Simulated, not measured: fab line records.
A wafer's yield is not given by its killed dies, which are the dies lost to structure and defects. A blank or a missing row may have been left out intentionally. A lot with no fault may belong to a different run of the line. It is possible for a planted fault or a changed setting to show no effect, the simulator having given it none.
fab line records | flow sfqLine
[record] lots = 7 wafers = 18 lastDay = 85
route steps=325 shown I0@47 M1@58 I1@73 M2@88 M8@325
lots that met no fault: taken from a fault-free run of the same line
startH: the number of hours between the record's first day and the start of the first shown wafer of the lot | waitH: hours since the lot's step before | " the same as in the row above | L1.1+2: one row covering several wafers at once | - no value, or no start given | * or withheld: withheld | < > ~ a bound
route shown NAME@n: a module of which the file shows steps, and the number in the route of the first | usual: average and standard deviation across the fault-free wafers | same: alike in all rows | chamber/n: place in a boat | sites: each site's reading | _std_site: the values' standard deviation | _edge_site: inner sites' mean taken away from outer sites' mean | radiusMm: for every site, how far away it sits from the centre of the wafer | mask NAME#n: copy n | behind: the tool/chamber that last shaped the wafer | hold: cause of the lot's hold/its duration in hours/its outcome | device: which transistor (n, p or np) failed to switch | end of line: the same wafers' tests at the end of the route | where a step has no rows: the recipe by itself | killed: not the wafer's yield, but the dies lost to structure and defects at the first sort | map: dies across one wafer; x = killed, . = not, _ = none there
set.NAME: the setting the step ran with; set.NAME@STEP: the setting that earlier step ran with | model.NAME: the simulator's own value behind a step, which no gauge read
certain route steps with their lots: each step a table, each wafer a row
services: a tool's chamber out of use, with start hour (startH, from the record's first day; less than 0 if before it), hours out, and reason
[[steps]]
[step SFQ_TRILAYER_I0_VIA_LITHO_COAT_036]
[recipe] resist = BARC spinRpm = 3000 resistThkNm = 62
[step SFQ_TRILAYER_I0_VIA_LITHO_COAT_031]
[recipe] resist = KrF spinRpm = 3000 resistThkNm = 650
[step SFQ_TRILAYER_I0_VIA_LITHO_SOFTBAKE_035]
[recipe] tempC = withheld timeS = withheld resist = KrF
[step SFQ_TRILAYER_I0_VIA_LITHO_EXPOSE_032]
[recipe] maskId = I0 na = 0.6 sourceShape = conventional sigmaOuter = 0.65 targetCdNm = 500 doseMj = 21.3
[step SFQ_TRILAYER_I0_VIA_LITHO_PEB_034]
[recipe] pebTempC = 115 pebTimeS = 60 resist = KrF
[step SFQ_TRILAYER_I0_VIA_LITHO_DEVELOP_033]
[recipe] timeS = 60 resist = KrF
[step SFQ_I0_OVL_MEAS_908]
[usual] I0_OVL = -3/5.6
// columns lot.wafer tool chamber startH waitH I0_OVL[nm]
L174.3 overlay-02 - 423.23 0.1 -3
L174.4 " - " " -2
L174.6 " - " " -12
L180.1 overlay-01 - 475.39 0.1 -12
L180.4 " - " " -9
L180.5 " - " " -16
L182.1 overlay-01 - 492.29 0.1 4
L182.5 " - " " 2
L182.6 " - " " 2
L184.1 overlay-01 - 515.09 0.1 0
L184.5 " - " " -3
L185.3 overlay-01 - 527.11 0.1 -6
L185.5 " - " " -9
L187.3 overlay-01 - 536.96 0.1 -8
L187.5 " - " " -6
L191.4 overlay-01 - 627.24 0.1 5
L191.5 " - " " 2
L191.6 " - " " -1
[step SFQ_TRILAYER_I0_VIA_BARC_OPEN_VIA_ETCH_046]
[recipe] maskMaterial = PR chemistry = O2 targetDepthNm = 125 target = BARC sourceW = 500 biasW = 80 pressureMtorr = 30 timeS = 41.7
[step SFQ_TRILAYER_I0_VIA_ETCH_VIA_ETCH_034]
[recipe] target = SiO2 stopOn = Nb maskMaterial = PR taperDeg = 20 chemistry = CHF3 targetDepthNm = 260 sourceW = 500 biasW = 80 pressureMtorr = 30 timeS = withheld
[step SFQ_TRILAYER_I0_VIA_STRIP_STRIP_035]
[recipe] gas = O2 powerW = 200 platenTempC = 40 overashFraction = 0.65 chemistry = O2 pressureMtorr = 50
[step SFQ_TRILAYER_I0_VIA_STRIP_SOLV_CLEAN_036]
[recipe] chemistry = NMP tempC = 70 timeS = 600
[step SFQ_TRILAYER_M1_DEP_PRE_CLEAN_038]
[recipe] gas = Ar timeS = 22.5 biasV = 250
[step SFQ_TRILAYER_M1_DEP_SPUTTER_037]
[recipe] material = Nb basePressurePa = 1.33e-06 chamberPressurePa = 0.1333 substrateTempC = 20 resputterCathodeVoltageV = 400 targetThkNm = 200 powerW = 2000 timeS = 133.3
[usual] throttleValvePct = 29.5/0.77
// columns lot.wafer tool chamber startH waitH throttleValvePct model.Nb_of_TRILAYER_M1_DEP_SPUTTER_037.thkNm
L174.3 pvdSputter-05 - 424.21 0.0 29.6 199.7
L174.4 " - " " 29.6 200.4
L174.6 " - " " 29.9 199
L180.1 pvdSputter-03 - 476.38 0.0 29.1 196.4
L180.4 " - " " 30.4 199.6
L180.5 " - " " 30.0 196.7
L182.1 pvdSputter-03 - 493.30 0.0 30.1 196.9
L182.5 " - " " 28.7 197.2
L182.6 " - " " 30.3 200.2
L184.1 pvdSputter-03 - 516.09 0.0 30.4 180.4
L184.5 " - " " 30.0 179.6
L185.3 pvdSputter-03 - 528.86 0.0 28.8 198.1
L185.5 " - " " 29.1 179.3
L187.3 pvdSputter-03 - 537.94 0.0 30.1 200.8
L187.5 " - " " 30.1 182
L191.4 pvdSputter-05 - 628.22 0.0 28.6 197.5
L191.5 " - " " 28.5 200.5
L191.6 " - " " 29.6 198.9
[step SFQ_M1_RS_MEAS_909]
[recipe] thkMeasGauge = four-point-probe reads = Nb_of_TRILAYER_M1_DEP_SPUTTER_037
[usual] M1_NB_RS = 0.889/0.0099
// columns lot.wafer tool chamber startH waitH M1_NB_RS[ohm/sq]
L174.3 filmMetro-04 - 424.34 0.1 0.894
L174.4 " - " " 0.890
L174.6 " - " " 0.895
L180.1 filmMetro-04 - 476.47 0.0 0.906
L180.4 " - " " 0.892
L180.5 " - " " 0.906
L182.1 filmMetro-02 - 493.39 0.0 0.903
L182.5 " - " " 0.900
L182.6 " - " " 0.887
L184.1 filmMetro-04 - 516.18 0.0 0.990
L184.5 " - " " 0.993
L185.3 filmMetro-03 - 528.99 0.1 0.896
L185.5 " - " " 0.991
L187.3 filmMetro-03 - 538.07 0.1 0.885
L187.5 " - " " 0.976
L191.4 filmMetro-04 - 628.37 0.1 0.902
L191.5 " - " " 0.889
L191.6 " - " " 0.894
[step SFQ_TRILAYER_M1_LITHO_COAT_044]
[recipe] resist = BARC spinRpm = 3000 resistThkNm = 62
[step SFQ_TRILAYER_M1_LITHO_COAT_039]
[recipe] resist = KrF spinRpm = 3000 resistThkNm = 600
[step SFQ_TRILAYER_M1_LITHO_SOFTBAKE_043]
[recipe] tempC = withheld timeS = withheld resist = KrF
[step SFQ_TRILAYER_M1_LITHO_EXPOSE_040]
[recipe] maskId = M1 na = 0.6 sourceShape = conventional sigmaOuter = 0.65 targetCdNm = 500 doseMj = 14.4
[step SFQ_TRILAYER_M1_LITHO_PEB_042]
[recipe] pebTempC = 115 pebTimeS = 60 resist = KrF
[step SFQ_TRILAYER_M1_LITHO_DEVELOP_041]
[recipe] timeS = 60 resist = KrF
[step SFQ_M1_OVL_MEAS_911]
[usual] M1_OVL = 1/4.9
// columns lot.wafer tool chamber startH waitH M1_OVL[nm]
L174.3 overlay-01 - 574.28 0.1 5
L174.4 " - " " 2
L174.6 " - " " 4
L180.1 overlay-01 - 634.43 0.1 -1
L180.4 " - " " 2
L180.5 " - " " 7
L182.1 overlay-01 - 649.71 0.1 -7
L182.5 " - " " 1
L182.6 " - " " 0
L184.1 overlay-01 - 672.51 0.1 6
L184.5 " - " " 7
L185.3 overlay-01 - 684.52 0.1 -7
L185.5 " - " " -11
L187.3 overlay-01 - 691.72 0.1 -4
L187.5 " - " " 0
L191.4 overlay-01 - 767.52 0.1 5
L191.5 " - " " 5
L191.6 " - " " 2
[step SFQ_TRILAYER_M1_BARC_OPEN_METAL_ETCH_054]
[recipe] maskMaterial = PR chemistry = O2 targetDepthNm = 125 target = BARC icpW = 600 biasW = 80 pressureMtorr = 10 timeS = 41.7
[step SFQ_TRILAYER_M1_ETCH_METAL_ETCH_042]
[recipe] target = Nb stopOn = SiO2 maskMaterial = PR chemistry = Cl2/Ar targetDepthNm = 240 icpW = 600 biasW = 80 pressureMtorr = 10 timeS = 120
[usual] drypumpMotorCurrentA = 5.9/0.4 oesProductAu = 0.893/0.0069 rfFwdPowerW = 597.0/1.8
// columns lot.wafer tool chamber startH waitH drypumpMotorCurrentA oesProductAu rfFwdPowerW rfHoursCounterH
L174.3 rieMetal-02 1 574.41 0.1 6.2 0.893 595.4 -
L174.4 " 0 " " 5.4 0.899 596.4 -
L174.6 " 0 " " 5.4 0.897 596.9 -
L180.1 rieMetal-03 0 634.52 0.0 6.2 0.873 597.3 52
L180.4 " 0 " " 6.2 0.895 595.7 -
L180.5 " 0 " " 6.2 0.881 596.5 -
L182.1 rieMetal-02 0 649.80 0.0 5.4 0.886 599.2 106
L182.5 " 0 " " 5.4 0.886 598.8 -
L182.6 " 1 " " 6.2 0.894 597.7 -
L184.1 rieMetal-04 0 672.60 0.0 5.7 0.840 592.1 37
L184.5 " 0 " " 5.7 0.845 595.8 -
L185.3 rieMetal-02 1 684.64 0.1 6.2 0.887 598.5 -
L185.5 " 0 " " 5.4 0.842 599.7 -
L187.3 rieMetal-02 0 691.84 0.1 5.4 0.894 596.1 -
L187.5 " 0 " " 5.4 0.852 596.7 -
L191.4 rieMetal-02 0 767.79 0.2 5.4 0.888 596.2 -
L191.5 " 0 " " 5.4 0.894 597.2 -
L191.6 " 0 " " 5.4 0.884 598.0 -
[step SFQ_TRILAYER_M1_STRIP_STRIP_043]
[recipe] gas = O2 powerW = 200 platenTempC = 40 overashFraction = 0.65 chemistry = O2 pressureMtorr = 50
[usual] drypumpMotorCurrentA = 5.9/0.4 oesProductAu = 1.000/0.012
// columns lot.wafer tool chamber startH waitH drypumpMotorCurrentA oesProductAu rfHoursCounterH
L174.3 rieMetal-02 1 574.69 0.2 6.2 1.012 -
L174.4 " 0 " " 5.4 0.992 -
L174.6 " 0 " " 5.4 0.998 -
L180.1 rieMetal-03 0 634.65 0.1 6.2 1.003 52
L180.4 " 0 " " 6.2 1.000 -
L180.5 " 0 " " 6.2 1.007 -
L182.1 rieMetal-02 0 649.93 0.1 5.4 0.998 106
L182.5 " 0 " " 5.4 0.993 -
L182.6 " 1 " " 6.2 1.001 -
L184.1 rieMetal-04 0 672.73 0.1 5.7 0.991 37
L184.5 " 0 " " 5.7 0.985 -
L185.3 rieMetal-02 1 684.93 0.2 6.2 1.005 -
L185.5 " 0 " " 5.4 1.007 -
L187.3 rieMetal-02 0 692.13 0.2 5.4 1.007 -
L187.5 " 0 " " 5.4 1.005 -
L191.4 rieMetal-02 0 768.51 0.7 5.4 0.979 -
L191.5 " 0 " " 5.4 0.986 -
L191.6 " 0 " " 5.4 0.989 -
[step SFQ_TRILAYER_M1_STRIP_SOLV_CLEAN_044]
[recipe] chemistry = NMP tempC = 70 timeS = 600
[step SFQ_TRILAYER_I1_DEP_PECVD_045]
[recipe] material = SiO2 tempC = 150 timeS = 111.11 pressureTorr = 2.4 rfW = 183.3 precursor = SiH4/N2O targetThkNm = 500
[step SFQ_TRILAYER_I1_CMP_CMP_046]
[recipe] material = SiO2 downForcePsi = 3 platenRpm = 60 padVelocityMS = 0.94248
[usual] edgeZonePressureFrac = 1.000/0.005 motorCurrentA = 10.0/0.61 timeToEndpointS = 212/7.8
// columns lot.wafer tool chamber startH waitH edgeZonePressureFrac motorCurrentA timeToEndpointS
L174.4 cmp-01 3 576.50 1.2 1.002 9.5 215
L174.3 " 0 " " 0.998 10.9 215
L174.6 " 2 578.00 2.7 1.005 10.6 214
L180.4 cmp-02 0 642.25 6.8 0.998 9.3 216
L180.1 " 1 " " 1.001 10.3 214
L180.5 " 3 643.75 8.3 0.990 9.4 215
L182.1 cmp-02 3 651.96 1.0 1.008 9.7 207
L182.5 " 1 652.96 2.0 1.003 9.2 216
L182.6 " 2 " " 0.995 11.2 224
L184.1 cmp-02 0 681.26 7.5 0.999 9.3 205
L184.5 " 2 682.26 8.5 0.998 10.1 220
L185.3 cmp-02 1 689.76 4.2 0.996 10.5 208
L185.5 " 3 690.76 5.2 0.994 9.4 208
L187.3 cmp-01 1 698.36 5.6 0.997 10.2 215
L187.5 " 0 699.86 7.1 0.995 11.1 209
L191.4 cmp-02 3 783.12 13.8 0.993 9.4 211
L191.6 " 3 785.12 15.8 0.995 9.9 214
L191.5 " 0 " " 1.001 9.5 221
[step SFQ_I1_BOW_MEAS_912]
[recipe] mode = bow
[usual] I1_BOW = 0/6.6
// columns lot.wafer tool chamber startH waitH I1_BOW[um]
L174.3 filmMetro-04 - 579.04 1.5 7
L174.4 " - " " 7
L174.6 " - " " 8
L180.1 filmMetro-04 - 644.75 1.5 -9
L180.4 " - " " 2
L180.5 " - " " 2
L182.1 filmMetro-04 - 653.96 1.5 -6
L182.5 " - " " -17
L182.6 " - " " 14
L184.1 filmMetro-01 - 682.76 1.0 6
L184.5 " - " " 5
L185.3 filmMetro-04 - 691.80 1.5 -5
L185.5 " - " " 1
L187.3 filmMetro-01 - 700.40 1.5 1
L187.5 " - " " -4
L191.4 filmMetro-01 - 786.18 2.6 -1
L191.5 " - " " -12
L191.6 " - " " -6
[step SFQ_TRILAYER_I1_METRO_MEASURE_047]
[usual] thkNm = 199.9/1.2
// columns lot.wafer tool chamber startH waitH thkNm
L174.3 filmMetro-04 - 579.52 0.5 199.5
L174.4 " - " " 197.4
L174.6 " - " " 198.2
L180.1 filmMetro-04 - 644.87 0.1 199.0
L180.4 " - " " 199.1
L180.5 " - " " 199.4
L182.1 filmMetro-04 - 654.08 0.1 199.4
L182.5 " - " " 198.1
L182.6 " - " " 200.4
L184.1 filmMetro-01 - 682.88 0.1 200.3
L184.5 " - " " 201.6
L185.3 filmMetro-04 - 692.28 0.5 199.5
L185.5 " - " " 199.9
L187.3 filmMetro-01 - 700.88 0.5 202.0
L187.5 " - " " 199.6
L191.4 filmMetro-01 - 786.84 0.6 200.7
L191.5 " - " " 200.1
L191.6 " - " " 200.1
[step SFQ_TRILAYER_I1_VIA_LITHO_COAT_054]
[recipe] resist = BARC spinRpm = 3000 resistThkNm = 62
[step SFQ_TRILAYER_I1_VIA_LITHO_COAT_049]
[recipe] resist = KrF spinRpm = 3000 resistThkNm = 650
[step SFQ_TRILAYER_I1_VIA_LITHO_SOFTBAKE_053]
[recipe] tempC = withheld timeS = withheld resist = KrF
[step SFQ_TRILAYER_I1_VIA_LITHO_EXPOSE_050]
[recipe] maskId = I1 na = 0.6 sourceShape = conventional sigmaOuter = 0.65 targetCdNm = 500 doseMj = 21.3
[step SFQ_TRILAYER_I1_VIA_LITHO_PEB_052]
[recipe] pebTempC = 115 pebTimeS = 60 resist = KrF
[step SFQ_TRILAYER_I1_VIA_LITHO_DEVELOP_051]
[recipe] timeS = 60 resist = KrF
[step SFQ_I1_OVL_MEAS_913]
[usual] I1_OVL = 0/4.9
// columns lot.wafer tool chamber startH waitH I1_OVL[nm]
L174.3 overlay-01 - 648.84 0.1 5
L174.4 " - " " -2
L174.6 " - " " 6
L180.1 overlay-01 - 787.90 0.1 2
L180.4 " - " " -1
L180.5 " - " " -4
L182.1 overlay-02 - 808.43 0.1 3
L182.5 " - " " 3
L182.6 " - " " -5
L184.1 overlay-02 - 831.23 0.1 -12
L184.5 " - " " -4
L185.3 overlay-02 - 840.84 0.1 5
L185.5 " - " " 4
L187.3 overlay-02 - 848.44 0.1 1
L187.5 " - " " -1
L191.4 overlay-01 - 917.18 0.1 1
L191.5 " - " " 4
L191.6 " - " " -7
[step SFQ_TRILAYER_I1_VIA_BARC_OPEN_VIA_ETCH_071]
[recipe] maskMaterial = PR chemistry = O2 targetDepthNm = 125 target = BARC sourceW = 500 biasW = 80 pressureMtorr = 30 timeS = 41.7
[usual] drypumpMotorCurrentA = 5.56/0.24 oesProductAu = 0.685/0.0052 rfFwdPowerW = 495.2/1.9
// columns lot.wafer tool chamber startH waitH drypumpMotorCurrentA oesProductAu rfFwdPowerW rfHoursCounterH
L174.3 rieDiel-02 1 648.86 0.0 5.75 0.686 497.1 4
L174.4 " 3 " " 5.77 0.693 497.5 5
L174.6 " 0 " " 5.53 0.691 496.3 -
L180.1 rieDiel-04 2 787.94 0.0 5.24 0.686 495.2 6
L180.4 " 3 " " 5.40 0.683 493.9 5
L180.5 " 2 " " 5.24 0.687 494.8 -
L182.1 rieDiel-04 3 808.47 0.0 5.37 0.689 496.6 5
L182.5 " 2 " " 5.25 0.690 497.0 -
L182.6 " 3 " " 5.39 0.695 496.2 -
L184.1 rieDiel-01 0 831.27 0.0 5.09 0.681 498.5 3
L184.5 " 3 " " 5.67 0.691 495.8 -
L185.3 rieDiel-01 1 840.87 0.0 5.57 0.690 491.6 2
L185.5 " 1 " " 5.57 0.679 490.5 -
L187.3 rieDiel-01 2 848.46 0.0 5.42 0.703 495.8 5
L187.5 " 2 " " 5.41 0.691 495.7 -
L191.4 rieDiel-04 2 917.19 0.0 5.23 0.684 494.6 8
L191.5 " 2 " " 5.23 0.679 495.1 -
L191.6 " 1 " " 5.99 0.675 493.9 -
[step SFQ_TRILAYER_I1_VIA_ETCH_VIA_ETCH_052]
[recipe] target = SiO2 stopOn = Nb maskMaterial = PR taperDeg = 20 chemistry = CHF3 targetDepthNm = 260 sourceW = 500 biasW = 80 pressureMtorr = 30 timeS = withheld
[usual] drypumpMotorCurrentA = 5.56/0.24 oesProductAu = 0.854/0.0052 rfFwdPowerW = 498.5/1.5
// columns lot.wafer tool chamber startH waitH drypumpMotorCurrentA oesProductAu rfFwdPowerW
L174.3 rieDiel-02 1 648.90 0.0 5.76 0.858 498.0
L174.4 " 3 " " 5.78 0.843 497.4
L174.6 " 0 " " 5.46 0.854 500.1
L180.1 rieDiel-04 2 787.98 0.0 5.27 0.852 497.3
L180.4 " 3 " " 5.37 0.854 499.2
L180.5 " 2 " " 5.23 0.863 499.8
L182.1 rieDiel-04 3 808.51 0.0 5.38 0.850 497.0
L182.5 " 2 " " 5.23 0.854 498.7
L182.6 " 3 " " 5.39 0.860 496.9
L184.1 rieDiel-01 0 831.31 0.0 5.11 0.845 496.9
L184.5 " 3 " " 5.65 0.859 497.3
L185.3 rieDiel-01 1 840.91 0.0 5.57 0.856 499.4
L185.5 " 1 " " 5.56 0.847 501.0
L187.3 rieDiel-01 2 848.50 0.0 5.40 0.865 497.1
L187.5 " 2 " " 5.40 0.847 497.2
L191.4 rieDiel-04 2 917.23 0.0 5.22 0.857 496.5
L191.5 " 2 " " 5.23 0.855 497.4
L191.6 " 1 " " 5.98 0.843 496.7
[step SFQ_TRILAYER_I1_VIA_STRIP_STRIP_053]
[recipe] gas = O2 powerW = 200 platenTempC = 40 overashFraction = 0.65 chemistry = O2 pressureMtorr = 50
[step SFQ_TRILAYER_I1_VIA_STRIP_SOLV_CLEAN_054]
[recipe] chemistry = NMP tempC = 70 timeS = 600
[step SFQ_TRILAYER_M2_DEP_PRE_CLEAN_056]
[recipe] gas = Ar timeS = 22.5 biasV = 250
[step SFQ_M8_BOW_MEAS_951]
[recipe] mode = bow
[usual] M8_BOW = 5/11
// columns lot.wafer tool chamber startH waitH M8_BOW[um] model.etest.m1.ohmUm model.etest.i0.linkOhm model.etest.i1.linkOhm model.etest.m1.ohmSq
L174.3 filmMetro-02 - 1837.26 0.0 16 1.772 1.963 1.962 0.8906
L174.4 " - " " 17 1.771 1.964 1.938 0.8873
L174.6 " - " " 18 1.775 1.964 1.98 0.8935
L180.1 filmMetro-04 - 1943.29 0.0 -6 1.795 1.968 1.979 0.9052
L180.4 " - " " 6 1.763 1.955 1.962 0.8908
L180.5 " - " " 6 1.79 1.971 1.974 0.9043
L182.1 filmMetro-01 - 2010.63 0.0 13 1.815 1.974 1.976 0.9029
L182.5 " - " " 1 1.815 1.964 1.977 0.9019
L182.6 " - " " 33 1.781 1.954 1.959 0.8883
L184.1 filmMetro-02 - 2019.03 0.0 14 1.971 2.079 2.032 0.9859
L184.5 " - " " 14 1.971 2.087 2.035 0.9903
L185.3 filmMetro-01 - 2022.67 0.0 8 1.796 2.002 1.97 0.8975
L185.5 " - " " 14 1.992 2.1 2.044 0.9917
L187.3 filmMetro-04 - 2034.35 0.0 11 1.777 1.942 1.948 0.8856
L187.5 " - " " 4 1.961 2.049 2.036 0.9773
L191.4 filmMetro-01 - 2045.17 0.1 11 1.809 1.97 1.983 0.9003
L191.5 " - " " -1 1.781 1.955 1.965 0.8868
L191.6 " - " " 5 1.8 1.954 1.974 0.894
[[services]]
// columns tool chamber startH hours kind
cmp-02 - 409.35 4.0 pm
cmp-02 - 423.12 4.5 repair
rieDiel-04 1 430.10 25.8 repair
rieDiel-04 3 498.77 2.7 repair
cmp-02 - 516.14 2.0 repair
rieDiel-04 3 550.17 23.3 repair
rieDiel-04 2 559.30 8.7 repair
rieDiel-04 0 559.67 9.6 repair
rieDiel-04 0 573.18 9.8 repair
cmp-02 - 626.38 3.4 repair
rieMetal-02 - 686.48 0.4 repair
cmp-02 - 705.73 2.8 repair
cmp-02 - 705.89 2.3 repair
cmp-02 - 716.01 4.8 pm
rieDiel-04 0 721.72 6.0 repair
rieMetal-02 1 723.64 10.1 repair
cmp-02 - 739.64 0.4 repair
rieDiel-04 2 743.94 19.8 repair
rieDiel-04 - 788.68 14.6 pm
rieMetal-02 - 813.21 1.2 repair
rieDiel-04 0 814.22 2.8 repair
rieDiel-04 2 850.39 4.6 repair
rieDiel-04 2 863.17 3.9 repair
rieDiel-04 2 897.39 3.7 repair
[[key]]
[firstSign] step = SFQ_M1_RS_MEAS_909 reading = M1_NB_RS direction = up sigmas = 9.9 usual = 0.889 struck = 0.988
[effect] step = SFQ_TRILAYER_M1_ETCH_METAL_ETCH_042 reading = oesProductAu direction = down sigmas = 7 usual = 0.893 struck = 0.845
[modelEffect] step = SFQ_TRILAYER_M1_DEP_SPUTTER_037 value = Nb_of_TRILAYER_M1_DEP_SPUTTER_037.thkNm without = 200 struck = 180.3
[modelEffect] step = SFQ_M8_BOW_MEAS_951 value = etest.m1.ohmUm without = 1.78 struck = 1.974
metAt SFQ_TRILAYER_M1_DEP_SPUTTER_037
struckWafers L184.1,L184.5,L185.5,L187.5
onsetBetween 493.30 516.09
[fault] kind = processParameterDrift tool = pvdSputter-03 chamber = - onsetH = 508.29 steps = SFQ_TRILAYER_M1_DEP_SPUTTER_037 channel = timeS offset = * shape = step endH = 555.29 scope = struckWafersOnly actsIn = * stated = *
